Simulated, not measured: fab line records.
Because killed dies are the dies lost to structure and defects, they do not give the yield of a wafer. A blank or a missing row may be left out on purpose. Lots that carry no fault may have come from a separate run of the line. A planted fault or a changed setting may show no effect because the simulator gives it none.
Chamber matching | flow gf180mcu | 4 sister chambers for GF_V1_ETCH_16 on rie_diel-03
The step etches BARC in N2/H2. 4 wafers are shown with their chamber, then 8 later ones without.

WAFERS WITH THEIR CHAMBER
wafer  | chamber | drypump_motor_current_A (A)
L086.1 | 1       | 5.3
L086.2 | 3       | 5.0
L086.3 | 2       | 5.5
L090.2 | 0       | 5.6

WAFERS WITH NO CHAMBER GIVEN
wafer  | drypump_motor_current_A (A)
L090.3 | 5.5
L090.4 | 5.6
L096.4 | 5.0
L096.5 | 5.5
L096.6 | 5.0
L097.1 | 5.5
L097.4 | 5.2
L097.5 | 5.2

THE CHAMBER EACH PASSED THROUGH
wafer  | from the rows above | in truth
L090.3 | 2                   | 2
L090.4 | 0                   | 0
L096.4 | 3                   | 3
L096.5 | 2                   | 2
L096.6 | 3                   | 3
L097.1 | 2                   | 2
L097.4 | 1                   | 1
L097.5 | 1                   | 1
8 of 8 placed correctly. Not placeable from these rows: 0. Placed wrongly: 0.
How it was worked out, from the rows above alone: a wafer's distance from a chamber is the root of the sum, over the readings, of the square of ((its reading less the chamber's mean) divided by the reading's scatter). The wafer belongs to the nearest chamber; if the next one is less than 2 further off, it can't be placed. For every chamber, the mean is computed from those of its wafers that are shown. The scatter: root of mean squared gap, hidden wafer to nearest shown wafer, with one shown wafer a chamber.
